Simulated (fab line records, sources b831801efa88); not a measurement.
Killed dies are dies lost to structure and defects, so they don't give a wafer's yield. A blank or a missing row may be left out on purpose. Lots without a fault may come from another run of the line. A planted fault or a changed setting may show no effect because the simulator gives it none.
Chamber matching | flow sky130 | SKY_VIA2_ETCH_15 on rie_diel-03: 4 sister chambers
The step etches SiO2 in C4F8/O2/Ar, stops on TiN, target depth 546 nm, time 84 s. 8 wafers are shown with their chamber, then 8 later ones without.

WAFERS WITH THEIR CHAMBER
wafer  | chamber | oes_product_au (a.u.)
L080.4 | 3       | 0.936
L082.2 | 1       | 0.943
L082.3 | 3       | 0.941
L083.3 | 2       | 0.936
L086.1 | 1       | 0.941
L086.3 | 0       | 0.936
L086.6 | 0       | 0.939
L087.2 | 2       | 0.942

WAFERS WITHOUT THEIR CHAMBER
wafer  | oes_product_au (a.u.)
L087.4 | 0.942
L087.5 | 0.942
L088.1 | 0.937
L088.3 | 0.948
L088.6 | 0.941
L095.1 | 0.941
L095.3 | 0.938
L095.6 | 0.942

WHICH CHAMBER EACH WENT THROUGH
wafer  | from the rows above               | in truth
L087.4 | can't be placed: 1 or 2 or 3 or 0 | 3
L087.5 | can't be placed: 1 or 2 or 3 or 0 | 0
L088.1 | can't be placed: 0 or 3 or 2 or 1 | 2
L088.3 | can't be placed: 1 or 2 or 3 or 0 | 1
L088.6 | can't be placed: 1 or 2 or 3 or 0 | 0
L095.1 | can't be placed: 1 or 2 or 3 or 0 | 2
L095.3 | can't be placed: 0 or 3 or 2 or 1 | 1
L095.6 | can't be placed: 1 or 2 or 3 or 0 | 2
Placed correctly: 0 of 8. Can't be placed from these rows: 8 (the true chamber is among the candidates in 8). Placed wrongly: 0.
How it was worked out, from the rows above alone: a wafer's distance from a chamber is the root of the sum, over the readings, of the square of ((its reading less the chamber's mean) divided by the reading's scatter). The wafer belongs to the nearest chamber; if the next one is less than 2 further off, it can't be placed. A chamber's mean is the mean of its shown wafers. The scatter: the root of (the sum of the squares of (reading less its chamber's mean) over the shown wafers, divided by (wafers less chambers)).
